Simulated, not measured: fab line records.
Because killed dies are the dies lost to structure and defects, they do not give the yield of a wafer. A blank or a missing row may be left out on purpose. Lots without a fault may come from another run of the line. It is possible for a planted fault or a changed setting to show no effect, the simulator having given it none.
Comparing a struck lot with a sound one | flow sky130 | 43 steps out of a route of 708
Sound: wafers L580.1, L580.3, L580.6. Wafers L591.1, L591.2, L591.5 were the ones struck. The cause is named last.
Each step with rows lists, per side, the tool, then ch with its chambers, then its first start. Under that, the readings that differ: sound wafers | struck wafers | difference of the means | sigmas: that difference in standard deviations of wafers without a fault.
alike: a reading whose means differ by less than 2 such deviations, as well as words and numbers matching on both sides. not compared: withheld readings; readings where some wafer has no value; bounds like >300 that might hide an equal value; numbers whose values overlap and for which the record gives no deviation.
Wherever a step has rows on one side only, a row that says differs or no value, or a row with sigmas, the two part there. Non-overlapping numbers with no deviation appear without sigmas and do not part them. A reading missing from all wafers of one side parts the sides only when that side holds two or more wafers.

first, 1 step without rows for these wafers: SKY_FIELD_ISO_ANNEAL_26 (time 1800 s).
SKY_FIELD_ISO_CMP_27: polishes, stops on Si3N4, t overpolish 16 s, target thk 457.8 nm.
  sound on cmp-01 ch 0,1,2, day 4 00:10; struck on cmp-01 ch 0,1,2, day 6 05:22
  alike: head pressure psi, motor current A, overpolish run s, platen rpm, time to endpoint s
then, 5 steps without rows for these wafers: SKY_FIELD_ISO_WET_ETCH_28 (etches SiO2 in dHF, target depth 23.7 nm, time 48.49 s); SKY_FIELD_ISO_WET_ETCH_29 (etches Si3N4 in H3PO4, target depth 160 nm, time 1825 s); SKY_FIELD_ISO_WET_ETCH_30 (etches SiO2 in dHF, target depth 25 nm, time 50 s); SKY_NWELL_CLEAN_00 (cleans in SC1/SC2, time 150 s); SKY_NWELL_OXIDATION_01 (stabilise 600 s, purge 300 s, target thk 10 nm).
SKY_NWELL_THK_MEAS_02:
  sound on film metro-03 at day 4 02:44; struck on film metro-02 at day 6 09:14
  alike: NWELL_OXIDATION_THK
then, 4 steps without rows for these wafers: SKY_DNWELL_DEHYDRATE_00 (time 60 s); SKY_DNWELL_HMDS_01 (prime time 60 s); SKY_DNWELL_COAT_02 (resist thk 3000 nm); SKY_DNWELL_SOFTBAKE_03.
SKY_DNWELL_EXPOSE_04: exposes mask DNM, target cd 3000 nm.
  sound on iline stepper-02 ch 0, day 4 10:53; struck on iline stepper-02 ch 0, day 6 18:28
  reading              | sound       | struck         | difference | sigmas
  focus offset nm (nm) | 0.4 0.4 1.2 | -1.0 -0.7 -0.5 | -1.4       | -3
  alike: mask
then, 3 steps without rows for these wafers: SKY_DNWELL_PEB_05; SKY_DNWELL_DEVELOP_06 (develop time 60 s); SKY_DNWELL_IMPLANT_07.
SKY_DNWELL_STRIP_08: strips in O2/N2.
  sound on plasma asher-02 ch 0,1, day 4 20:07; struck on plasma asher-04 ch 0,1, day 7 04:53
  alike: drypump motor current A, oes product au, strip time to endpoint s
  not compared: rf hours counter h
SKY_DNWELL_TW_MEAS_09:
  sound on film metro-03 at day 4 20:13; struck on film metro-03 at day 7 04:59
  alike: DNWELL_TW
then, 7 steps without rows for these wafers: SKY_PWDE_DEHYDRATE_00 (time 60 s); SKY_PWDE_HMDS_01 (prime time 60 s); SKY_PWDE_COAT_02 (resist thk 3000 nm); SKY_PWDE_SOFTBAKE_03; SKY_PWDE_EXPOSE_04 (exposes mask PWDEM, target cd 840 nm); SKY_PWDE_PEB_05; SKY_PWDE_DEVELOP_06 (develop time 60 s).
SKY_PWDE_OVL_MEAS_07:
  sound on overlay-01 at day 5 13:49; struck on overlay-02 at day 8 00:28
  alike: PWDE_OVL
following that, these wafers have no rows for 1 step: SKY_PWDE_IMPLANT_08.
SKY_PWDE_STRIP_09: strips in O2/N2.
  sound on plasma asher-01 ch 0,1, day 5 14:06; struck on plasma asher-03 ch 0,1, day 8 00:39
  alike: drypump motor current A, oes product au, strip time to endpoint s
  not compared: rf hours counter h
SKY_PWDE_TW_MEAS_10:
  sound on film metro-03 at day 5 14:12; struck on film metro-01 at day 8 00:45
  reading | sound       | struck      | difference | sigmas
  PWDE_TW | 373 375 372 | 381 385 384 | +10        | +2
then, 7 steps without rows for these wafers: SKY_NWELL_DEHYDRATE_03 (time 60 s); SKY_NWELL_HMDS_04 (prime time 60 s); SKY_NWELL_COAT_05 (resist thk 3000 nm); SKY_NWELL_SOFTBAKE_06; SKY_NWELL_EXPOSE_07 (exposes mask NWM, target cd 840 nm); SKY_NWELL_PEB_08; SKY_NWELL_DEVELOP_09 (develop time 60 s).
SKY_NWELL_OVL_MEAS_10:
  sound on overlay-01 at day 6 07:37; struck on overlay-02 at day 8 20:58
  alike: NWELL_00_OVL
then, 3 steps without rows for these wafers: SKY_NWELL_IMPLANT_11; SKY_NWELL_IMPLANT_12; SKY_NWELL_IMPLANT_13.
SKY_NWELL_STRIP_14: strips in O2/N2.
  sound on plasma asher-02 ch 0,1, day 6 08:18; struck on plasma asher-01 ch 0,1, day 8 21:27
  alike: drypump motor current A, oes product au, strip time to endpoint s
  not compared: rf hours counter h
SKY_NWELL_TW_MEAS_15:
  sound on film metro-02 at day 6 08:24; struck on film metro-01 at day 8 21:33
  alike: NWELL_TW
-- the record jumps here: 41 days lie between the struck wafers' starts before and after (it left off in module NWELL and takes up again in module PAD_OPEN, whose first step shown is number 708 of the route) --
SKY_PAD_OPEN_PROBE_99:
  sound on prober-01 at day 47 14:21; struck on prober-01 at day 49 22:32
  reading                                  | sound           | struck          | difference | sigmas
  model.etest.res deep nwell.width nm (nm) | 2999 3024 3003  | 3061 3065 3096  | +65        |
  model.etest.res deep nwell.line ohm um   | 734.2 751.9 753 | 702 704.5 701.5 | -44        |
  alike: killed_at_M0_to_M3, killed_at_M4_up, killed at contacts, killed at front end, killed at other, killed dies, killed open, killed short

## WHERE THEY PART
Last at SKY_PWDE_TW_MEAS_10 as far as this record goes, first at SKY_DNWELL_EXPOSE_04. Later steps at which nothing parts them and some readings are alike: SKY_NWELL_OVL_MEAS_10, SKY_NWELL_STRIP_14, SKY_NWELL_TW_MEAS_15, SKY_PAD_OPEN_PROBE_99.

WHY: whatever the simulator had introduced
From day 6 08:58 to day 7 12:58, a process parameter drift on iline stepper-02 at SKY_DNWELL_EXPOSE_04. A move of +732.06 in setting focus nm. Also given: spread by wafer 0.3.
